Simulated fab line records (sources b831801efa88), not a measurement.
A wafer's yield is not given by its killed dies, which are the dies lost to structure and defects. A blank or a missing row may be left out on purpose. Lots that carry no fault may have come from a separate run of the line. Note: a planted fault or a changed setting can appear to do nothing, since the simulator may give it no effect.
One fault through the eyes of 2 desks | flow gf180mcu | each desk holds nothing but its own numbers, with what lay behind them at the end

== THE TOOL OWNER'S DESK: wet bench-01 ==
The tool's own readings at GF_SAB_WET_ETCH_12 (etches SiO2 in dHF, target depth 22 nm, time 440 s): means of the sampled wafers that have a number, for each lot that ran on this tool. If a lot's mean is further than 4 standard deviations from the usual mean, the lot is out of limits and carries the mark OUT (the distance appears in the brackets).
Columns: A = run length s at GF_SAB_WET_ETCH_12, usual 468 s
lot  | first seen here | A
L701 | day 16 04:56    | 474
L702 | day 16 12:04    | 473
L705 | day 17 07:50    | 368 (-24) OUT
L707 | day 18 03:25    | 369 (-24) OUT
L719 | day 22 08:01    | 464
L721 | day 23 00:06    | 464
L722 | day 23 06:53    | 472
This desk finds L705, L707 out of limits, L705 being first, at day 17 07:50 (run length s at GF_SAB_WET_ETCH_12). Within limits: L701, L702, L719, L721, L722.

== FROM THE METROLOGY DESK ==
What the gauges read for every lot (on any tool): the sampled wafers with a number, averaged. If a lot's mean is further than 4 standard deviations from the usual mean, the lot is out of limits and carries the mark OUT (the distance appears in the brackets).
Columns: A = SALICIDE_TIN_THK at GF_SALICIDE_THK_MEAS_05, usual 19.98 nm
lot  | first seen here | A
L700 | day 15 17:59    | 19.96
L701 | day 16 05:28    | 19.85
L702 | day 16 12:37    | 20.28
L703 | day 16 18:05    | 20.10
L704 | day 16 19:55    | 19.80
L705 | day 17 08:23    | 19.58
L706 | day 17 14:39    | 20.09
L707 | day 18 03:56    | 19.94
L713 | day 20 10:21    | 19.90
L714 | day 20 14:22    | 20.14
L715 | day 20 20:10    | 20.15
L719 | day 22 08:31    | 20.05
L721 | day 23 00:38    | 19.82
L722 | day 23 07:34    | 20.06
This desk found nothing out of limits on any of the 14 lots.

== TAKEN TOGETHER ==
An alarm could have come from the tool owner's desk at day 17 07:50, on L705, L707.
Metrology desk: nothing out of limits seen.
The metrology desk holds a record of L705, L707, inside its limits.
All the named lots went through GF_SAB_WET_ETCH_12 on wet bench-01.

== WHAT WAS PUT IN BY THE SIMULATOR ==
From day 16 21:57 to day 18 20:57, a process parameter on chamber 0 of wet bench-01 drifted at GF_SAB_WET_ETCH_12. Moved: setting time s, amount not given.
Shown lots that were struck: L705, L707.
Time in hours from fault onset to the first out-of-limits reading at each desk: the tool owner's desk, 10.
